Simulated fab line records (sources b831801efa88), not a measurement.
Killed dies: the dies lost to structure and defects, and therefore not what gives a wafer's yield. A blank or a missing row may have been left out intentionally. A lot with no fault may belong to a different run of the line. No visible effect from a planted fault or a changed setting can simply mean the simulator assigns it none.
8D (eight disciplines) problem report, filled in by code / flow sky130 / the parts of the form that need people (team, actions taken, sign-off) are left out

== 1. PROBLEM STATEMENT ==
LDD_LDN_TW at SKY_LDD_LDN_TW_MEAS_13 reads a mean of 30 on 6 wafers of 2 lots; wafers without a fault read 1480 with a standard deviation of 14. That is -99 or more standard deviations from the usual mean.
First seen on wafer L506.1, day 25 17:31, on film-metro-04. Wafers with a number at this step in the record: 42, from 14 lots. Rule for "out" (also "out of limits"): further than 4 standard deviations from the usual mean. The other wafers with a number count as sound.

== 2. WHAT THIS IS AND IS NOT ==
question=which readings at this step | is=LDD_LDN_TW | is not=-
question=which lots | is=L506, L508 | is not=L498, L499, L500, L502, L503, L504, L505, L507, L513, L518, L519, L521
question=which wafers of those lots | is=all that have a number | is not=-
question=read on which gauges | is=film-metro-03, film-metro-04 | is not=film-metro-01
question=when | is=from day 25 17:31 | is not=up to then (21 sound wafers); but 15 sound wafers of L507, L513, L518, L519, L521 came after

== 3. SUSPECTS, AND WHAT RULES EACH OUT ==
Counting: a tool at a process step up to the reading stays a suspect if it ran every lot that is out and no sound lot after the first of them.
- the gauge at SKY_LDD_LDN_TW_MEAS_13 is ruled out. The wafers that are out were read on 2 gauges (film-metro-03, film-metro-04).
- litho-track-02 at SKY_LDD_LDN_DEVELOP_06 (develop time 60 s): ruled out as a lasting fault. The sound lots L518 went through it after L506, its earliest lot that is out (day 25 16:37).
Left after counting: nothing in the record.

== 4. THE CAUSE (what the simulator had put in) ==
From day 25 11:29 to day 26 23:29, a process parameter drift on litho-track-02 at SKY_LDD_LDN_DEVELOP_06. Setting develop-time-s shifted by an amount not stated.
The count ruled it out by mistake, since the rule takes a fault to strike every lot its tool runs from the start of the fault on, and this one did not do so.

== 5. THE EFFECT CHAIN, in route order ==
One row per reading whose mean, taken over the struck wafers that have a number, lies over 3 standard deviations from the usual. Readings are gone through only where the record gives a usual standard deviation; hours: the median, over the lots, of the time from a lot's start at the first step in this table giving one to that lot's start at this step; sigmas: the change measured in usual standard deviations.
hours=0; step=SKY_LDD_LDN_TW_MEAS_13; reading=LDD_LDN_TW; usual=1480; on struck wafers=30; change=-1450; sigmas=-99 or more
Readings that are blank on the struck wafers while sound wafers have them: LDD_LDN_OVL at SKY_LDD_LDN_OVL_MEAS_07.
At these later measuring or inspecting steps, every struck wafer for which the step has a row has a number for every such reading, and none has moved that far: SKY_SD_N_RS_MEAS_16.

== 6. WHAT WOULD HAVE CAUGHT IT SOONER ==
6 hours passed between the start of the fault at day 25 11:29 and the first reading out of limits at a measuring or inspecting step in this record, taken at day 25 17:31.
Between SKY_LDD_LDN_DEVELOP_06 and SKY_LDD_LDN_TW_MEAS_13, SKY_LDD_LDN_OVL_MEAS_07 gave no LDD_LDN_OVL on the struck wafers, where sound wafers have one: a measuring or inspecting step that comes back empty is itself a sign.
